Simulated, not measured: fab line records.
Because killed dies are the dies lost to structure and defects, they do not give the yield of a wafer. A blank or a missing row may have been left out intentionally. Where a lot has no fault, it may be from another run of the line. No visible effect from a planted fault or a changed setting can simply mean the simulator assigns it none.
What tool caused it? | flow sky130 | 33 wafers from 11 lots sampled at 5 of the route's 708 steps

== WHAT THE GAUGES READ, wafer by wafer ==
The record holds no reading of a measuring or inspecting step that can be judged against a usual standard deviation.

== WHAT TOOL EACH LOT RAN ON (gives the tool, then ch and the chambers of the sampled wafers, and finally the start) ==
lot  | SKY_METAL1_DESCUM_17              | SKY_METAL2_SPUTTER_00        | SKY_METAL2_SPUTTER_02        | SKY_METAL2_SPUTTER_04        | SKY_PAD_OPEN_PROBE_99
L937 | rie-metal-03 ch 0,1, day 32 06:57 | pvd-sputter-03, day 33 12:28 | pvd-sputter-03, day 33 12:31 | pvd-sputter-03, day 33 12:34 | -
L938 | rie-metal-04 ch 0,1, day 33 15:34 | pvd-sputter-01, day 34 19:07 | pvd-sputter-01, day 34 19:10 | pvd-sputter-01, day 34 19:13 | -
L941 | rie-metal-01 ch 0,1, day 33 22:35 | pvd-sputter-01, day 35 00:57 | pvd-sputter-01, day 35 00:59 | pvd-sputter-01, day 35 01:02 | -
L943 | rie-metal-03 ch 0,1, day 34 16:20 | pvd-sputter-01, day 35 17:43 | pvd-sputter-01, day 35 17:46 | pvd-sputter-01, day 35 17:48 | -
L944 | rie-metal-03 ch 1, day 34 21:25   | pvd-sputter-01, day 35 22:40 | pvd-sputter-01, day 35 22:43 | pvd-sputter-01, day 35 22:45 | -
L945 | rie-metal-03 ch 1, day 35 03:59   | pvd-sputter-04, day 36 07:19 | pvd-sputter-04, day 36 07:22 | pvd-sputter-04, day 36 07:25 | -
L946 | rie-metal-03 ch 1, day 35 08:46   | pvd-sputter-03, day 36 12:36 | pvd-sputter-03, day 36 12:39 | pvd-sputter-03, day 36 12:41 | prober-02, day 47 15:41
L954 | rie-metal-04 ch 0,1, day 38 10:21 | pvd-sputter-01, day 39 14:43 | pvd-sputter-01, day 39 14:46 | pvd-sputter-01, day 39 14:48 | -
L956 | rie-metal-01 ch 0,1, day 38 17:32 | pvd-sputter-03, day 39 21:36 | pvd-sputter-03, day 39 21:39 | pvd-sputter-03, day 39 21:41 | -
L957 | rie-metal-04 ch 0,1, day 38 18:15 | pvd-sputter-04, day 39 22:13 | pvd-sputter-04, day 39 22:16 | pvd-sputter-04, day 39 22:19 | prober-02, day 50 04:34
L959 | rie-metal-03 ch 0,1, day 39 07:41 | pvd-sputter-03, day 40 11:10 | pvd-sputter-03, day 40 11:13 | pvd-sputter-03, day 40 11:15 | -
- SKY_METAL1_DESCUM_17: chemistry O2, time 8 s.
- SKY_METAL2_SPUTTER_00: material Ti, target thk 15 nm, time 10 s.
- SKY_METAL2_SPUTTER_02: material AlCu, target thk 250 nm, time 13.3 s.
- SKY_METAL2_SPUTTER_04: material TiN, target thk 70 nm, time 58.3 s.
- SKY_PAD_OPEN_PROBE_99

== AS READ BY THE TOOLS THEMSELVES (means over the sampled wafers that have a number; for cases with no such wafer, the mark the record gives instead) ==
SKY_METAL1_DESCUM_17.
lot  | tool         | drypump-motor-current-A (A) | oes-product-au (a.u.)
L937 | rie-metal-03 | 5.8                         | 0.994
L938 | rie-metal-04 | 6.0                         | 0.997
L941 | rie-metal-01 | 5.7                         | 1.007
L943 | rie-metal-03 | 5.8                         | 0.994
L944 | rie-metal-03 | 5.7                         | 0.996
L945 | rie-metal-03 | 5.6                         | 0.993
L946 | rie-metal-03 | 5.7                         | 1.002
L954 | rie-metal-04 | 6.0                         | 0.989
L956 | rie-metal-01 | 5.7                         | 0.996
L957 | rie-metal-04 | 6.0                         | 0.993
L959 | rie-metal-03 | 5.9                         | 0.999

SKY_METAL2_SPUTTER_00.
lot  | tool           | cathode-dc-power-W (W) | chamber-pressure-pa (Pa) | throttle-valve-pct (%)
L937 | pvd-sputter-03 | 2999.8                 | 0.3994                   | 31.7
L938 | pvd-sputter-01 | 3000.0                 | 0.3998                   | 31.1
L941 | pvd-sputter-01 | 3000.0                 | 0.4000                   | 30.4
L943 | pvd-sputter-01 | 2999.7                 | 0.3998                   | 31.0
L944 | pvd-sputter-01 | -                      | -                        | -
L945 | pvd-sputter-04 | -                      | -                        | -
L946 | pvd-sputter-03 | -                      | -                        | -
L954 | pvd-sputter-01 | 3000.2                 | 0.3997                   | 31.3
L956 | pvd-sputter-03 | 3000.2                 | 0.3997                   | 31.3
L957 | pvd-sputter-04 | 3000.1                 | 0.4003                   | 30.0
L959 | pvd-sputter-03 | 2999.7                 | 0.4005                   | 31.6

SKY_METAL2_SPUTTER_02.
lot  | tool           | cathode-dc-power-W (W) | chamber-pressure-pa (Pa) | throttle-valve-pct (%)
L937 | pvd-sputter-03 | 10601                  | 0.3999                   | 31.7
L938 | pvd-sputter-01 | 10601                  | 0.4000                   | 31.4
L941 | pvd-sputter-01 | 10600                  | 0.3999                   | 30.5
L943 | pvd-sputter-01 | 10599                  | 0.3997                   | 31.0
L944 | pvd-sputter-01 | 10600                  | 0.3996                   | 30.5
L945 | pvd-sputter-04 | 10599                  | 0.4009                   | 29.8
L946 | pvd-sputter-03 | 10598                  | 0.4001                   | 31.6
L954 | pvd-sputter-01 | 10599                  | 0.4000                   | 31.2
L956 | pvd-sputter-03 | 10600                  | 0.3996                   | 31.4
L957 | pvd-sputter-04 | 10602                  | 0.3996                   | 30.2
L959 | pvd-sputter-03 | 10599                  | 0.3989                   | 31.7

SKY_METAL2_SPUTTER_04.
lot  | tool           | cathode-dc-power-W (W) | chamber-pressure-pa (Pa) | throttle-valve-pct (%)
L937 | pvd-sputter-03 | 6500.3                 | 0.3998                   | 31.6
L938 | pvd-sputter-01 | 6499.3                 | 0.3996                   | 31.3
L941 | pvd-sputter-01 | 6499.5                 | 0.3998                   | 30.3
L943 | pvd-sputter-01 | 6499.8                 | 0.4004                   | 31.3
L944 | pvd-sputter-01 | 6500.0                 | 0.4001                   | 30.5
L945 | pvd-sputter-04 | 6500.2                 | 0.4001                   | 29.7
L946 | pvd-sputter-03 | 6499.8                 | 0.4003                   | 31.8
L954 | pvd-sputter-01 | 6500.2                 | 0.3997                   | 31.3
L956 | pvd-sputter-03 | 6499.9                 | 0.4000                   | 31.4
L957 | pvd-sputter-04 | 6500.2                 | 0.4000                   | 30.0
L959 | pvd-sputter-03 | 6499.6                 | 0.3992                   | 31.7

SKY_PAD_OPEN_PROBE_99.
lot  | tool      | defect-limited-yield (%) | killed_at_M0_to_M3 | killed_at_M4_up | killed-at-contacts | killed-at-front-end | killed-at-other | killed-dies | killed-open | killed-short | sort_bin_3_pad_short (%) | sort_bin_5_function (%) | sort_bin_6_memory (%) | sort-n-pass | sort-yield-pct (%)
L946 | prober-02 | 84.1                     | 36                 | 4.0             | 19                 | 19                  | 0.3             | 78          | 43          | 35           | 1.0                      | 9.1                     | 5.8                   | 414         | 84.1
L957 | prober-02 | 84.5                     | 37                 | 4.7             | 24                 | 11                  | 0.0             | 76          | 38          | 38           | 0.9                      | 8.3                     | 6.2                   | 416         | 84.5

== THE ANSWER, worked out from the rows above alone ==
Rule: what is usual is taken from the lots themselves. Put in order of their means at a reading, lots are off if they are a third of the lots or fewer, leave a main group of 4 or more, and stand apart from it by a gap of 3 or more times the standard deviation of the main group's means; of several such gaps the widest counts. The tables above print the reading to a certain number of digits; a main group whose means all agree to those digits is not used. Also off: a lot with no number at a reading for which 4 or more lots have one. Where the step has rows for the other lots, those lots are counted as sound. First the gauges in route order, then the tools' own readings, where a lot's mean is used as printed above. At the first step where some lot is off, the reading lying furthest off is the one used; lots without a number count as furthest.
Off: L944, L945, L946, at SKY_METAL2_SPUTTER_00 (cathode-dc-power-W). Without a number there: L944, L945, L946. For the main group the mean is 3000.0 W and the standard deviation 0.19.
A tool fits if, at that step or a process step before it, it ran every lot that is off, and no sound lot after the first of them. Not one of the candidates tried fits.

== WHAT THE SIMULATOR HAD INSERTED ==
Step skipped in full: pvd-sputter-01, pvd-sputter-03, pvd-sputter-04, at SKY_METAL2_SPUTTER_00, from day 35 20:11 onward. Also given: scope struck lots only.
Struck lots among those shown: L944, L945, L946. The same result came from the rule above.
